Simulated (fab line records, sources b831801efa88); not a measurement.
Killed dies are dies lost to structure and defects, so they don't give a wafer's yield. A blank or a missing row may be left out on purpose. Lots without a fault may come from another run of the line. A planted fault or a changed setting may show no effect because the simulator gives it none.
Problem report in the 8D (eight disciplines) form, filled by code | flow gf180mcu | the parts of the form that need people (team, actions taken, sign-off) are left out

1. THE PROBLEM
run_length_s at GF_HV_LDD_SOFTBAKE_03 reads a mean of 95.63 s on 6 wafers of 2 lots; wafers without a fault read 89.23 s with a standard deviation of 0.21. That is +30 standard deviations from the usual mean.
The step: time 60 s.
First seen on wafer L753.1, day 15 09:42, on litho_track-02. The record holds 42 wafers of 14 lots with a number at this step. Rule for "out", or "out of limits": more than 4 standard deviations from the usual mean. The other wafers with a number count as sound.

2. WHAT IT IS AND WHAT IT IS NOT
question                    | is                     | is not
which readings at this step | run_length_s           | -
which lots                  | L753, L755             | L734, L735, L736, L737, L739, L740, L741, L742, L744, L745, L748, L749
which wafers of those lots  | all that have a number | -
read on which tools         | litho_track-02         | litho_track-01, litho_track-04
when                        | from day 15 09:42      | up to then (36 sound wafers)

3. SUSPECTS, AND WHAT RULES EACH OUT
Counting: a tool at a process step up to the reading stays a suspect if it ran every lot that is out and no sound lot after the first of them.
- litho_track-02 at GF_HV_LDD_SOFTBAKE_03 (time 60 s): kept. It ran every lot that is out, first L753 (day 15 09:42), and no sound lot after that; its last sound lot up to then is L749 (day 14 02:57). Its own readings are out on those wafers: run_length_s.
Left after counting: litho_track-02 at GF_HV_LDD_SOFTBAKE_03.

4. THE CAUSE (what the simulator had put in)
Process parameter drift: litho_track-02, from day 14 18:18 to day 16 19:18, at GF_HV_LDD_SOFTBAKE_03. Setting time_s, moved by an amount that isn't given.
Counting left only this tool.

5. THE CHAIN OF EFFECTS, in route order
Each row: a reading whose mean over the struck wafers that have a number lies more than 3 standard deviations from the usual. Only readings for which the record gives a usual standard deviation are gone through. hours: the time from each lot's start at the first step in this table that gives one to its start at this step, as a median over the lots. sigmas: the change in usual standard deviations.
hours | step                  | reading      | usual   | on struck wafers | change | sigmas
0     | GF_HV_LDD_SOFTBAKE_03 | run_length_s | 89.23 s | 95.63            | +6.40  | +30
The process steps in it:
- GF_HV_LDD_SOFTBAKE_03: time 60 s.
Later measuring or inspecting steps at which every struck wafer that the step has a row for has a number for every such reading, and none has moved that far: GF_SAB_THK_MEAS_01, GF_M2_CD_MEAS_14.

6. WHAT WOULD HAVE CAUGHT IT SOONER
In this record the first reading out of limits was taken at day 15 09:42, 15 hours after the fault began at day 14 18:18.
